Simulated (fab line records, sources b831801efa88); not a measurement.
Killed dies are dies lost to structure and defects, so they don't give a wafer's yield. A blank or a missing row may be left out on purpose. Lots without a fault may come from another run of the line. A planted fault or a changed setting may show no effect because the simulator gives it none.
fab line records | flow sky130
record lots=16 wafers=48 last_day=50
route steps=708 shown VT_ADJUST_HVTR@139 SONOS_TUNNEL@158 SONOS_ONO@181 PAD_OPEN@708
lots that met no fault: from a run of the same line without faults
start_h: hours from the record's first day to the start of the lot's first wafer shown | wait_h: hours since the lot's step before | " the same as in the row above | L1.1+2: a row that stands for several wafers | - no value, or no start given | * or withheld: withheld | < > ~ a bound
route shown NAME@n: a module of which the file shows steps, and the number in the route of the first | usual: mean/standard deviation of fault-free wafers | same: alike in all rows | chamber/n: place in a boat | sites: the reading at each site | _std_site: their standard deviation | _edge_site: outer sites' mean less inner sites' | radius_mm: how far each site lies from the wafer's centre | mask NAME#n: copy n | behind: the tool/chamber that last shaped the wafer | hold: why the lot was held/for how many hours/how that ended | device: the transistor (n, p or np) that didn't switch | end of line: the same wafers' tests at the end of the route | a step without rows: its recipe alone | killed: dies lost to structure and defects at the first sort, not the wafer's yield | map: a wafer's dies, x killed, . not, _ none there
set.NAME: the setting as run; set.NAME@STEP: as run at that earlier step | model.NAME: the simulator's own value behind a step, which no gauge read
steps of the route over a sample of lots; a table a step, a row a wafer
services: from which hour (start_h, from the record's first day; less than 0 if before it) a tool's chamber was out of use, for how many hours, and why
## steps
# step SKY_VT_ADJUST_HVTR_OVL_MEAS_08
# usual VT_ADJUST_HVTR_OVL=0.6/1.6
# columns lot.wafer tool chamber start_h wait_h VT_ADJUST_HVTR_OVL[nm]
L921.1 overlay-01 - 213.45 0.1 -1.8
L921.3 " - " " -0.3
L921.4 " - " " -0.2
L923.2 overlay-02 - 235.20 0.1 2.3
L923.3 " - " " -0.6
L923.5 " - " " 0.8
L924.1 overlay-02 - 240.17 0.1 1.1
L924.5 " - " " 0.8
L924.6 " - " " 1.6
L925.2 overlay-01 - 250.35 0.1 -1.4
L925.3 " - " " -1.9
L925.5 " - " " 0.8
L926.1 overlay-02 - 253.95 0.1 1.8
L926.4 " - " " 0.0
L926.6 " - " " 2.3
L929.4 overlay-02 - 267.29 0.1 2.9
L929.5 " - " " 4.6
L929.6 " - " " 2.7
L930.3 overlay-02 - 278.73 0.1 0.3
L930.4 " - " " 1.0
L930.5 " - " " 3.4
L931.1 overlay-02 - 281.95 0.1 2.5
L931.4 " - " " 3.0
L931.5 " - " " 2.9
L932.4 overlay-02 - 295.41 0.1 -0.7
L932.5 " - " " -0.1
L932.6 " - " " -0.2
L933.1 overlay-01 - 297.40 0.1 2.1
L933.2 " - " " 0.5
L933.4 " - " " 0.1
L934.1 overlay-01 - 299.90 0.1 2.6
L934.5 " - " " 0.4
L934.6 " - " " 2.5
L935.1 overlay-02 - 308.07 0.1 1.6
L935.4 " - " " -3.4
L935.5 " - " " -1.7
L939.3 overlay-02 - 343.71 0.1 0.7
L939.4 " - " " -0.3
L939.6 " - " " 0.7
L940.1 overlay-02 - 351.22 0.1 2.2
L940.4 " - " " 3.7
L940.5 " - " " 2.3
L941.1 overlay-02 - 360.77 0.1 -0.1
L941.5 " - " " 0.7
L941.6 " - " " 0.4
L943.1 overlay-02 - 372.57 0.1 1.4
L943.4 " - " " 0.6
L943.6 " - " " -0.5
# step SKY_SONOS_TUNNEL_EXPOSE_04
# recipe mask_id=TUNM na=0.6 source_shape=conventional sigma_outer=0.6 polarization=unpolarized target_cd_nm=410 dose_mj=136
# columns lot.wafer tool chamber start_h wait_h mask
L921.1+3+4 iline_stepper-02 0 247.47 - TUNM#0
L923.2+3+5 iline_stepper-01 0 269.54 - TUNM#0
L924.1+5+6 iline_stepper-02 0 274.92 - TUNM#0
L925.2+3+5 iline_stepper-02 0 286.82 - TUNM#0
L926.1+4+6 iline_stepper-02 0 289.65 - TUNM#0
L929.4+5+6 iline_stepper-01 0 304.26 - TUNM#0
L930.3+4+5 iline_stepper-01 0 315.79 - TUNM#0
L931.1+4+5 iline_stepper-02 0 318.67 - TUNM#0
L932.4+5+6 iline_stepper-02 0 333.21 - TUNM#0
L933.1+2+4 iline_stepper-02 0 334.55 - TUNM#0
L934.1+5+6 iline_stepper-02 0 337.93 - TUNM#0
L935.1+4+5 iline_stepper-02 0 345.65 - TUNM#0
L939.3+4+6 iline_stepper-01 0 386.94 - TUNM#0
L940.1+4+5 iline_stepper-02 0 394.01 - TUNM#0
L941.1+5+6 iline_stepper-02 0 404.03 - TUNM#0
L943.1+4+6 iline_stepper-01 0 416.47 - TUNM#0
# step SKY_SONOS_TUNNEL_OVL_MEAS_08
# usual SONOS_TUNNEL_OVL=0.0/1.3
# columns lot.wafer tool chamber start_h wait_h hold SONOS_TUNNEL_OVL[nm]
L921.1 overlay-02 - 258.82 0.1 - 0.3
L921.3 " - " " - -1.8
L921.4 " - " " - -0.6
L923.2 overlay-01 - 281.77 0.1 - -0.3
L923.3 " - " " - 0.2
L923.5 " - " " - 0.3
L924.1 overlay-02 - 287.45 0.1 - 0.3
L924.5 " - " " - 0.9
L924.6 " - " " - 0.7
L925.2 overlay-02 - 298.36 0.1 - -1.8
L925.3 " - " " - -1.4
L925.5 " - " " - -1.7
L926.1 overlay-02 - 301.12 0.1 - 2.0
L926.4 " - " " - 0.4
L926.6 " - " " - 1.3
L929.4 overlay-02 - 316.24 0.1 - 1.0
L929.5 " - " " - 0.9
L929.6 " - " " - -0.9
L930.3 overlay-01 - 327.73 0.1 - 1.5
L930.4 " - " " - -0.3
L930.5 " - " " - 2.2
L931.1 overlay-01 - 330.87 0.1 - -1.0
L931.4 " - " " - 0.2
L931.5 " - " " - -1.1
L932.4 overlay-02 - 345.94 0.1 - 0.0
L932.5 " - " " - 0.3
L932.6 " - " " - -0.6
L933.1 overlay-01 - 347.27 0.1 - 1.3
L933.2 " - " " - 1.6
L933.4 " - " " - 0.6
L934.1 overlay-01 - 351.52 0.1 await_dispo/0.2h/release 220.6
L934.5 " - " " await_dispo/0.2h/release 221.2
L934.6 " - " " await_dispo/0.2h/release 222.3
L934.1 overlay-01 - 351.72 0.2 - 220.5
L934.5 " - " " - 221.1
L934.6 " - " " - 221.4
L935.1 overlay-02 - 360.02 0.1 await_dispo/0.2h/release 224.5
L935.4 " - " " await_dispo/0.2h/release 227.2
L935.5 " - " " await_dispo/0.2h/release 224.2
L935.1 overlay-02 - 360.24 0.2 - 223.6
L935.4 " - " " - 226.9
L935.5 " - " " - 223.2
L939.3 overlay-02 - 401.03 0.1 - 0.1
L939.4 " - " " - -0.4
L939.6 " - " " - 0.1
L940.1 overlay-02 - 408.35 0.1 await_dispo/0.2h/release 223.4
L940.4 " - " " await_dispo/0.2h/release 224.0
L940.5 " - " " await_dispo/0.2h/release 224.8
L940.1 overlay-02 - 408.55 0.2 - 222.6
L940.4 " - " " - 223.4
L940.5 " - " " - 224.4
L941.1 overlay-01 - 418.97 0.1 await_dispo/0.2h/release 226.0
L941.5 " - " " await_dispo/0.2h/release 224.4
L941.6 " - " " await_dispo/0.2h/release 224.3
L941.1 overlay-01 - 419.17 0.2 - 225.2
L941.5 " - " " - 223.6
L941.6 " - " " - 223.5
L943.1 overlay-01 - 431.25 0.1 - 0.0
L943.4 " - " " - 0.2
L943.6 " - " " - -0.4
# step SKY_SONOS_ONO_CD_MEAS_13
# recipe target_cd_nm=410
# usual cd_nm=409.8/1.9
# columns lot.wafer tool chamber start_h wait_h cd_nm
L921.1 cd_sem-02 - 289.93 0.1 410.2
L921.3 " - " " 411.4
L921.4 " - " " 410.3
L923.2 cd_sem-01 - 316.42 0.1 410.5
L923.3 " - " " 410.4
L923.5 " - " " 412.1
L924.1 cd_sem-02 - 322.05 0.1 409.5
L924.5 " - " " 409.2
L924.6 " - " " 409.6
L926.1 cd_sem-02 - 333.48 0.1 408.7
L926.4 " - " " 408.9
L926.6 " - " " 410.0
L925.2 cd_sem-02 - 333.85 0.1 407.0
L925.3 " - " " 409.7
L925.5 " - " " 408.1
L929.4 cd_sem-01 - 352.29 0.1 409.9
L929.5 " - " " 409.6
L929.6 " - " " 410.3
L930.3 cd_sem-01 - 360.27 0.1 407.1
L930.4 " - " " 405.9
L930.5 " - " " 407.0
L931.1 cd_sem-02 - 364.63 0.1 410.3
L931.4 " - " " 410.6
L931.5 " - " " 408.5
L933.1 cd_sem-02 - 380.73 0.1 407.9
L933.2 " - " " 406.8
L933.4 " - " " 410.5
L932.4 cd_sem-01 - 381.06 0.1 409.7
L932.5 " - " " 411.0
L932.6 " - " " 411.2
L939.3 cd_sem-02 - 441.22 0.1 411.0
L939.4 " - " " 409.9
L939.6 " - " " 410.9
L943.1 cd_sem-01 - 467.77 0.1 405.6
L943.4 " - " " 408.6
L943.6 " - " " 408.2
# step SKY_SONOS_ONO_OVL_MEAS_14
# usual SONOS_ONO_OVL=-1.1/1.3
# columns lot.wafer tool chamber start_h wait_h SONOS_ONO_OVL[nm]
L921.1 overlay-02 - 290.05 0.1 0.3
L921.3 " - " " -2.0
L921.4 " - " " 0.2
L923.2 overlay-01 - 316.53 0.1 0.6
L923.3 " - " " -0.7
L923.5 " - " " 0.7
L924.1 overlay-02 - 322.17 0.1 -1.3
L924.5 " - " " 0.6
L924.6 " - " " -1.3
L926.1 overlay-02 - 333.60 0.1 -1.1
L926.4 " - " " -1.0
L926.6 " - " " -0.6
L925.2 overlay-02 - 333.96 0.1 -1.4
L925.3 " - " " -1.0
L925.5 " - " " -0.6
L929.4 overlay-02 - 352.36 0.1 2.4
L929.5 " - " " 1.3
L929.6 " - " " 0.6
L930.3 overlay-02 - 360.36 0.1 -3.9
L930.4 " - " " -4.1
L930.5 " - " " -2.2
L931.1 overlay-01 - 364.75 0.1 -2.0
L931.4 " - " " -2.6
L931.5 " - " " -0.7
L933.1 overlay-02 - 380.85 0.1 -1.5
L933.2 " - " " 0.3
L933.4 " - " " 0.2
L932.4 overlay-02 - 381.14 0.1 1.1
L932.5 " - " " -1.3
L932.6 " - " " -1.8
L939.3 overlay-01 - 441.31 0.1 0.2
L939.4 " - " " -1.0
L939.6 " - " " -0.1
L943.1 overlay-02 - 467.89 0.1 -1.8
L943.4 " - " " -1.2
L943.6 " - " " -1.4
# step SKY_PAD_OPEN_PROBE_99
# usual defect_limited_yield=82.4/1.9 killed_at_M0_to_M3=43/6.5 killed_at_M4_up=3.3/2 killed_at_contacts=24/5.2 killed_at_front_end=16/4.2 killed_at_other=0.3/0.6 killed_dies=87/9.3 killed_open=47/7.8 killed_short=39/6.2 sort_bin_3_pad_short=0.9/0.42 sort_bin_5_function=10.5/1.4 sort_bin_6_memory=6.3/0.97 sort_n_pass=405/9.3 sort_yield_pct=82.4/1.9
# same gross_dies=492 killed_at_back_side=0 sort_bin_4_leakage[%]=0 sort_bin_8_speed[%]=0
# columns lot.wafer tool chamber start_h wait_h defect_limited_yield[%] killed_at_M0_to_M3 killed_at_M4_up killed_at_contacts killed_at_front_end killed_at_other killed_dies killed_open killed_short sort_bin_3_pad_short[%] sort_bin_5_function[%] sort_bin_6_memory[%] sort_n_pass sort_yield_pct[%]
L921.1 prober-01 - 1085.23 0.1 83.5 35 3 23 19 1 81 41 40 1.2 8.3 6.9 411 83.5
L921.3 prober-01 - 1085.33 0.2 83.3 37 2 22 21 0 82 47 34 0.6 7.9 8.1 410 83.3
L921.4 prober-01 - 1085.38 0.2 82.1 44 1 22 21 0 88 45 43 0.2 11.0 6.7 404 82.1
L924.1 prober-02 - 1105.58 0.1 80.9 47 1 26 19 1 94 47 46 1.4 10.8 6.9 398 80.9
L924.5 prober-02 - 1105.78 0.2 84.6 39 1 20 16 0 76 41 35 0.8 9.6 5.1 416 84.6
L924.6 prober-02 - 1105.83 0.2 81.3 50 3 28 11 0 92 41 51 0.8 10.8 7.1 400 81.3
L923.2 prober-01 - 1107.14 0.1 81.9 47 3 23 16 0 89 49 40 0.2 11.8 6.1 403 81.9
L923.3 prober-01 - 1107.19 0.2 82.3 46 4 22 15 0 87 50 37 0.4 9.3 7.9 405 82.3
L923.5 prober-01 - 1107.29 0.2 84.3 37 6 18 16 0 77 41 36 1.0 9.3 5.3 415 84.3
L926.1 prober-02 - 1111.55 0.1 81.5 37 3 29 21 1 91 55 36 0.8 11.6 6.1 401 81.5
L926.4 prober-02 - 1111.70 0.2 82.5 34 2 23 26 1 86 39 47 0.4 11.2 5.9 406 82.5
L926.6 prober-02 - 1111.80 0.2 83.3 35 4 27 16 0 82 47 35 0 10.8 5.9 410 83.3
L925.2 prober-01 - 1112.85 0.1 82.7 45 1 29 10 0 85 47 38 0.8 10.4 6.1 407 82.7
L925.3 prober-01 - 1112.90 0.2 82.3 38 4 24 21 0 87 49 36 0.4 11.0 6.3 405 82.3
L925.5 prober-01 - 1113.00 0.2 82.7 46 3 24 12 0 85 56 29 0.4 9.8 7.1 407 82.7
L929.4 prober-02 - 1129.07 0.2 84.8 38 0 19 18 0 75 35 40 0.6 9.6 5.1 417 84.8
L929.5 prober-02 - 1129.12 0.2 83.5 51 2 18 10 0 81 41 40 0.6 9.6 6.3 411 83.5
L929.6 prober-02 - 1129.17 0.2 82.9 45 3 26 10 0 84 43 41 0.2 10.8 6.1 408 82.9
L930.3 prober-01 - 1131.24 0.2 84.3 38 4 20 15 0 77 32 45 0.4 10.2 5.1 415 84.3
L930.4 prober-01 - 1131.29 0.2 81.5 43 3 26 19 0 91 52 38 0.8 10.8 6.9 401 81.5
L930.5 prober-01 - 1131.34 0.2 81.1 43 3 29 17 1 93 63 30 0.8 12.2 5.9 399 81.1
L931.1 prober-02 - 1138.59 0.1 85.0 32 4 19 18 1 74 40 31 0.6 9.1 5.3 418 85.0
L931.4 prober-02 - 1138.74 0.2 85.0 34 3 24 13 0 74 40 33 0.6 9.6 4.9 418 85.0
L931.5 prober-02 - 1138.79 0.2 80.5 50 4 17 23 2 96 42 53 1.4 10.6 7.5 396 80.5
L933.1 prober-01 - 1144.40 0.1 81.1 38 2 29 23 1 93 50 43 0.4 11.4 7.1 399 81.1
L933.2 prober-01 - 1144.45 0.1 79.3 46 3 33 20 0 102 69 33 0.8 14.0 5.9 390 79.3
L933.4 prober-01 - 1144.55 0.2 80.5 48 1 31 15 1 96 51 45 2.0 11.2 6.3 396 80.5
L932.4 prober-02 - 1147.28 0.2 83.5 36 6 23 16 0 81 44 37 1.2 9.1 6.1 411 83.5
L932.5 prober-02 - 1147.33 0.2 82.9 35 2 23 22 2 84 38 44 1.0 9.8 6.3 408 82.9
L932.6 prober-02 - 1147.38 0.2 86.6 25 4 20 17 0 66 33 32 0.8 6.9 5.7 426 86.6
L939.3 prober-02 - 1180.50 0.2 83.5 44 4 18 15 0 81 33 45 0.8 8.7 6.9 411 83.5
L939.4 prober-02 - 1180.55 0.2 84.1 33 4 23 18 0 78 43 35 0.6 8.9 6.3 414 84.1
L939.6 prober-02 - 1180.65 0.2 83.1 39 7 26 10 1 83 42 41 1.4 9.8 5.7 409 83.1
L943.1 prober-02 - 1193.09 0.1 79.5 47 2 27 25 0 101 46 55 1.4 12.6 6.5 391 79.5
L943.4 prober-02 - 1193.24 0.2 79.7 49 5 27 19 0 100 47 53 0.8 12.0 7.5 392 79.7
L943.6 prober-02 - 1193.34 0.2 83.1 52 3 17 11 0 83 49 34 0.4 10.2 6.3 409 83.1
# killed by level:class
L921.1 CONTACT:geometric_particle:open=12 VIA1:geometric_particle:open=7 FIELD_ISO:geometric_particle:short=6 LI_CONTACT:geometric_particle:open=6 VIA1:geometric_particle:short=6 METAL2:geometric_particle:short=5 POLY_GATE:geometric_particle:open=5 METAL1:geometric_particle:short=4
L921.3 VIA2:geometric_particle:open=8 POLY_GATE:geometric_particle:open=7 CONTACT:geometric_particle:open=7 METAL2:geometric_particle:short=6 METAL1:geometric_particle:short=5 VIA1:geometric_particle:open=5 FIELD_ISO:geometric_particle:open=4 LI_CONTACT:geometric_particle:short=4
L921.4 VIA1:geometric_particle:open=13 POLY_GATE:geometric_particle:short=9 METAL2:geometric_particle:short=7 POLY_GATE:geometric_particle:open=6 CONTACT:geometric_particle:open=6 METAL1:geometric_particle:short=6 LI_CONTACT:geometric_particle:open=5 VIA3:geometric_particle:open=5
L924.1 VIA1:geometric_particle:open=14 CONTACT:geometric_particle:short=8 METAL2:geometric_particle:short=8 VIA2:geometric_particle:open=6 FIELD_ISO:geometric_particle:open=5 POLY_GATE:geometric_particle:short=5 LI_CONTACT:geometric_particle:open=5 CONTACT:geometric_particle:open=5
L924.5 VIA1:geometric_particle:open=9 CONTACT:geometric_particle:open=7 LI_CONTACT:geometric_particle:open=6 METAL2:geometric_particle:short=6 POLY_GATE:geometric_particle:open=5 VIA1:geometric_particle:short=5 FIELD_ISO:geometric_particle:open=4 CONTACT:geometric_particle:short=4
L924.6 CONTACT:geometric_particle:open=11 METAL2:geometric_particle:short=9 VIA1:geometric_particle:open=8 CONTACT:geometric_particle:short=7 LI_CONTACT:geometric_particle:short=5 LI_CONTACT:geometric_particle:open=5 VIA2:geometric_particle:short=5 METAL3:geometric_particle:short=5
L923.2 VIA1:geometric_particle:open=17 VIA2:geometric_particle:open=7 LI_CONTACT:geometric_particle:open=7 CONTACT:geometric_particle:short=7 CONTACT:geometric_particle:open=5 POLY_GATE:geometric_particle:short=4 POLY_GATE:geometric_particle:open=4 METAL1:geometric_particle:short=4
L923.3 VIA1:geometric_particle:open=12 VIA1:geometric_particle:short=10 LI_CONTACT:geometric_particle:open=8 CONTACT:geometric_particle:open=8 VIA2:geometric_particle:open=7 FIELD_ISO:geometric_particle:open=6 VIA3:geometric_particle:open=5 METAL2:geometric_particle:short=4
L923.5 VIA1:geometric_particle:open=9 VIA2:geometric_particle:open=7 CONTACT:geometric_particle:open=6 VIA3:geometric_particle:open=6 METAL4:geometric_particle:short=6 CONTACT:geometric_particle:short=5 POLY_GATE:geometric_particle:short=4 POLY_GATE:geometric_particle:open=4
L926.1 VIA2:geometric_particle:open=9 POLY_GATE:geometric_particle:open=8 LI_CONTACT:geometric_particle:open=8 CONTACT:geometric_particle:open=8 VIA1:geometric_particle:open=8 LI_CONTACT:geometric_particle:short=5 LOCAL_INTERCONNECT:geometric_particle:short=5 METAL2:geometric_particle:short=5
L926.4 FIELD_ISO:geometric_particle:open=7 FIELD_ISO:geometric_particle:short=7 LOCAL_INTERCONNECT:geometric_particle:short=7 METAL2:geometric_particle:short=7 CONTACT:geometric_particle:short=6 CONTACT:geometric_particle:open=6 VIA3:geometric_particle:open=6 VIA2:geometric_particle:open=5
L926.6 VIA2:geometric_particle:open=11 CONTACT:geometric_particle:open=9 FIELD_ISO:geometric_particle:short=6 LI_CONTACT:geometric_particle:open=6 VIA1:geometric_particle:open=6 LOCAL_INTERCONNECT:geometric_particle:short=5 CONTACT:geometric_particle:short=5 VIA3:geometric_particle:open=5
L925.2 VIA1:geometric_particle:open=13 LI_CONTACT:geometric_particle:open=10 CONTACT:geometric_particle:open=8 METAL3:geometric_particle:short=6 VIA1:geometric_particle:short=5 LOCAL_INTERCONNECT:geometric_particle:short=5 METAL1:geometric_particle:short=5 METAL2:geometric_particle:short=4
L925.3 VIA1:geometric_particle:open=13 LI_CONTACT:geometric_particle:open=8 CONTACT:geometric_particle:open=8 FIELD_ISO:geometric_particle:open=7 VIA1:geometric_particle:short=5 METAL2:geometric_particle:short=5 FIELD_ISO:geometric_particle:short=4 VIA2:geometric_particle:open=4
L925.5 VIA2:geometric_particle:open=10 LI_CONTACT:geometric_particle:open=9 VIA1:geometric_particle:open=9 VIA3:geometric_particle:open=8 CONTACT:geometric_particle:open=6 CONTACT:geometric_particle:short=4 METAL1:geometric_particle:short=4 METAL2:geometric_particle:short=4
L929.4 VIA1:geometric_particle:open=11 LI_CONTACT:geometric_particle:open=7 FIELD_ISO:geometric_particle:short=6 CONTACT:geometric_particle:short=6 METAL2:geometric_particle:short=6 POLY_GATE:geometric_particle:short=5 FIELD_ISO:geometric_particle:open=4 METAL1:geometric_particle:short=4
L929.5 VIA1:geometric_particle:open=8 METAL2:geometric_particle:short=8 VIA2:geometric_particle:open=8 VIA3:geometric_particle:short=8 CONTACT:geometric_particle:open=7 METAL1:geometric_particle:short=6 LI_CONTACT:geometric_particle:open=5 VIA1:geometric_particle:short=4
L929.6 CONTACT:geometric_particle:open=12 VIA1:geometric_particle:open=9 METAL2:geometric_particle:short=9 METAL1:geometric_particle:short=8 LOCAL_INTERCONNECT:geometric_particle:short=6 VIA3:geometric_particle:open=5 FIELD_ISO:geometric_particle:open=4 LI_CONTACT:geometric_particle:open=4
L930.3 METAL2:geometric_particle:short=7 VIA1:geometric_particle:open=6 VIA1:geometric_particle:short=6 FIELD_ISO:geometric_particle:short=5 CONTACT:geometric_particle:open=5 VIA2:geometric_particle:open=5 VIA3:geometric_particle:open=5 LI_CONTACT:geometric_particle:short=4
L930.4 VIA1:geometric_particle:open=11 CONTACT:geometric_particle:open=10 LOCAL_INTERCONNECT:geometric_particle:short=7 METAL2:geometric_particle:short=7 METAL1:geometric_particle:short=6 VIA3:geometric_particle:open=6 FIELD_ISO:geometric_particle:open=5 VIA1:geometric_particle:short=5
L930.5 CONTACT:geometric_particle:open=13 VIA1:geometric_particle:open=12 VIA2:geometric_particle:open=10 LI_CONTACT:geometric_particle:open=8 VIA3:geometric_particle:open=6 FIELD_ISO:geometric_particle:open=5 CONTACT:geometric_particle:short=5 POLY_GATE:geometric_particle:short=4
L931.1 CONTACT:geometric_particle:open=7 VIA2:geometric_particle:open=6 LI_CONTACT:geometric_particle:open=6 METAL1:geometric_particle:short=5 VIA1:geometric_particle:open=5 FIELD_ISO:geometric_particle:short=4 VIA1:geometric_particle:short=4 LOCAL_INTERCONNECT:geometric_particle:short=4
L931.4 VIA1:geometric_particle:open=12 CONTACT:geometric_particle:open=11 METAL1:geometric_particle:short=8 POLY_GATE:geometric_particle:short=6 LI_CONTACT:geometric_particle:open=4 CONTACT:geometric_particle:short=4 VIA3:geometric_particle:open=4 LOCAL_INTERCONNECT:geometric_particle:short=3
L931.5 METAL1:geometric_particle:short=12 VIA2:geometric_particle:open=9 VIA1:geometric_particle:open=8 METAL2:geometric_particle:short=8 CONTACT:geometric_particle:open=6 VIA3:geometric_particle:open=5 POLY_GATE:geometric_particle:short=5 LOCAL_INTERCONNECT:geometric_particle:short=5
L933.1 VIA1:geometric_particle:open=9 CONTACT:geometric_particle:open=9 VIA2:geometric_particle:open=8 VIA3:geometric_particle:open=8 FIELD_ISO:geometric_particle:open=7 CONTACT:geometric_particle:short=7 LI_CONTACT:geometric_particle:open=6 LOCAL_INTERCONNECT:geometric_particle:short=6
L933.2 VIA1:geometric_particle:open=16 CONTACT:geometric_particle:open=13 LI_CONTACT:geometric_particle:open=10 POLY_GATE:geometric_particle:open=7 FIELD_ISO:geometric_particle:short=6 VIA3:geometric_particle:open=6 VIA2:geometric_particle:open=6 CONTACT:geometric_particle:short=5
L933.4 VIA1:geometric_particle:open=12 CONTACT:geometric_particle:open=10 LI_CONTACT:geometric_particle:open=9 VIA2:geometric_particle:open=7 CONTACT:geometric_particle:short=6 VIA1:geometric_particle:short=6 METAL2:geometric_particle:short=6 VIA2:geometric_particle:short=5
L932.4 LI_CONTACT:geometric_particle:open=9 CONTACT:geometric_particle:open=7 VIA2:geometric_particle:short=6 VIA1:geometric_particle:short=6 VIA1:geometric_particle:open=5 VIA2:geometric_particle:open=5 POLY_GATE:geometric_particle:open=4 VIA3:geometric_particle:open=4
L932.5 CONTACT:geometric_particle:open=10 FIELD_ISO:geometric_particle:short=6 FIELD_ISO:geometric_particle:open=6 CONTACT:geometric_particle:short=5 VIA1:geometric_particle:open=5 VIA3:geometric_particle:short=5 POLY_GATE:geometric_particle:short=4 METAL2:geometric_particle:short=4
L932.6 CONTACT:geometric_particle:open=7 LI_CONTACT:geometric_particle:open=5 METAL2:geometric_particle:short=5 VIA3:geometric_particle:open=5 POLY_GATE:geometric_particle:open=4 POLY_GATE:geometric_particle:short=4 CONTACT:geometric_particle:short=4 METAL1:geometric_particle:short=3
L939.3 LI_CONTACT:geometric_particle:open=7 METAL1:geometric_particle:short=7 VIA1:geometric_particle:open=7 METAL2:geometric_particle:short=6 POLY_GATE:geometric_particle:short=5 CONTACT:geometric_particle:open=5 VIA1:geometric_particle:short=5 VIA3:geometric_particle:short=5
L939.4 CONTACT:geometric_particle:open=7 VIA2:geometric_particle:open=7 FIELD_ISO:geometric_particle:open=6 VIA1:geometric_particle:open=6 VIA3:geometric_particle:open=6 LOCAL_INTERCONNECT:geometric_particle:short=5 FIELD_ISO:geometric_particle:short=4 LI_CONTACT:geometric_particle:short=4
L939.6 VIA1:geometric_particle:open=12 CONTACT:geometric_particle:open=11 LOCAL_INTERCONNECT:geometric_particle:short=6 METAL2:geometric_particle:short=6 METAL4:geometric_particle:short=6 LI_CONTACT:geometric_particle:open=5 METAL1:geometric_particle:short=5 VIA1:geometric_particle:short=4
L943.1 FIELD_ISO:geometric_particle:short=10 METAL1:geometric_particle:short=9 VIA3:geometric_particle:open=8 LOCAL_INTERCONNECT:geometric_particle:short=7 VIA1:geometric_particle:open=7 FIELD_ISO:geometric_particle:open=6 VIA2:geometric_particle:open=6 CONTACT:geometric_particle:open=6
L943.4 VIA1:geometric_particle:open=12 METAL1:geometric_particle:short=8 CONTACT:geometric_particle:open=7 METAL2:geometric_particle:short=7 LI_CONTACT:geometric_particle:open=6 FIELD_ISO:geometric_particle:short=5 LOCAL_INTERCONNECT:geometric_particle:short=5 CONTACT:geometric_particle:short=5
L943.6 VIA1:geometric_particle:open=13 VIA3:geometric_particle:open=9 VIA2:geometric_particle:open=8 CONTACT:geometric_particle:open=7 VIA1:geometric_particle:short=7 METAL2:geometric_particle:short=6 METAL1:geometric_particle:short=6 CONTACT:geometric_particle:short=4
## services
# columns tool chamber start_h hours kind
iline_stepper-01 0 225.84 - calibration
iline_stepper-02 - 255.25 4.4 pm
iline_stepper-02 - 307.92 9.1 repair
iline_stepper-01 - 354.36 - calibration
iline_stepper-02 0 367.22 - calibration
iline_stepper-01 - 378.43 2.1 pm
iline_stepper-01 - 380.52 - consumable_replace:lamp
## key
first_sign step=SKY_SONOS_TUNNEL_OVL_MEAS_08 reading=visit direction=added
effect step=SKY_SONOS_TUNNEL_OVL_MEAS_08 reading=SONOS_TUNNEL_OVL direction=up sigmas=99+ usual=0.0 struck=223.9
met_at SKY_SONOS_TUNNEL_EXPOSE_04
struck_lots L934,L935,L940,L941
scrapped_behind SKY_SONOS_TUNNEL_OVL_MEAS_08 L934.1,L934.5,L934.6,L935.1,L935.4,L935.5,L940.1,L940.4,L940.5,L941.1,L941.5,L941.6
not_acting_at SKY_VT_ADJUST_HVTR_OVL_MEAS_08,SKY_SONOS_ONO_CD_MEAS_13,SKY_SONOS_ONO_OVL_MEAS_14
onset_between 334.55 337.93
fault kind=scanner_matching_overlay tool=iline_stepper-02 chamber=- onset_h=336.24 steps=SKY_SONOS_TUNNEL_EXPOSE_04 offset=224.12
